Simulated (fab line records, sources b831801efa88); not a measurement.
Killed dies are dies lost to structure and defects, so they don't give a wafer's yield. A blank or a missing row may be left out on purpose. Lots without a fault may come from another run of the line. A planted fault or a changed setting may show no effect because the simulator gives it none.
Which tool did it? | flow sky130 | 12 lots, 36 wafers sampled, at 2 steps of a route of 708

WHAT THE GAUGES READ, wafer by wafer
SKY_CAPM_THK_MEAS_01.
lot  | measured     | on            | CAPM_CVD_00_THK (nm)
L075 | day 36 20:15 | film_metro-03 | 15.12 15.33 15.39
L078 | day 37 13:32 | film_metro-01 | 15.45 15.81 15.63
L079 | day 38 10:07 | film_metro-03 | 15.46 15.67 15.54
L081 | day 38 22:32 | film_metro-03 | 15.27 15.50 15.75
L083 | day 39 05:24 | film_metro-01 | 15.23 15.23 15.61
L085 | day 40 00:26 | film_metro-04 | 15.63 15.44 15.86
L087 | day 40 12:53 | film_metro-03 | 15.47 14.94 15.01
L089 | day 41 08:31 | film_metro-03 | 15.21 15.73 15.74
L090 | day 41 18:08 | film_metro-03 | 15.43 15.61 15.57
L093 | day 42 14:14 | film_metro-01 | 14.82 15.35 15.78
L097 | day 43 11:09 | film_metro-01 | 15.47 15.71 15.60
L096 | day 43 14:05 | film_metro-04 | 15.16 14.80 15.14

WHICH TOOL RAN EACH LOT (tool, then ch and the chambers of the sampled wafers, then the start)
lot  | SKY_VIA2_CMP_24
L075 | cmp-02 ch 2,3, day 36 19:46
L078 | cmp-02 ch 0,1,3, day 37 13:08
L079 | cmp-01 ch 0,1, day 38 09:39
L081 | cmp-01 ch 0,2, day 38 22:04
L083 | cmp-01 ch 0,1,2, day 39 05:02
L085 | cmp-01 ch 0,2, day 40 00:00
L087 | cmp-01 ch 1,2,3, day 40 12:24
L089 | cmp-02 ch 1,3, day 41 08:04
L090 | cmp-02 ch 0,1,3, day 41 17:38
L093 | cmp-01 ch 0,1,2, day 42 13:45
L097 | cmp-02 ch 1,3, day 43 10:43
L096 | cmp-01 ch 1,2,3, day 43 13:37
- SKY_VIA2_CMP_24: polishes, stops on SiO2, t overpolish 20 s, target thk 0 nm.

THE ANSWER, worked out from the rows above alone
Rule: what is usual is taken from the lots themselves. Put in order of their means at a reading, lots are off if they are a third of the lots or fewer, leave a main group of 4 or more, and stand apart from it by a gap of 3 or more times the standard deviation of the main group's means; of several such gaps the widest counts. A main group whose means are all the same, to the digits that the tables above print for the reading, isn't used. A lot without any number at a reading at which 4 lots or more have one is off too. The other lots that the step has rows for count as sound.
No lot is off at any reading shown: from this, nothing can be told.

WHAT THE SIMULATOR HAD PUT IN
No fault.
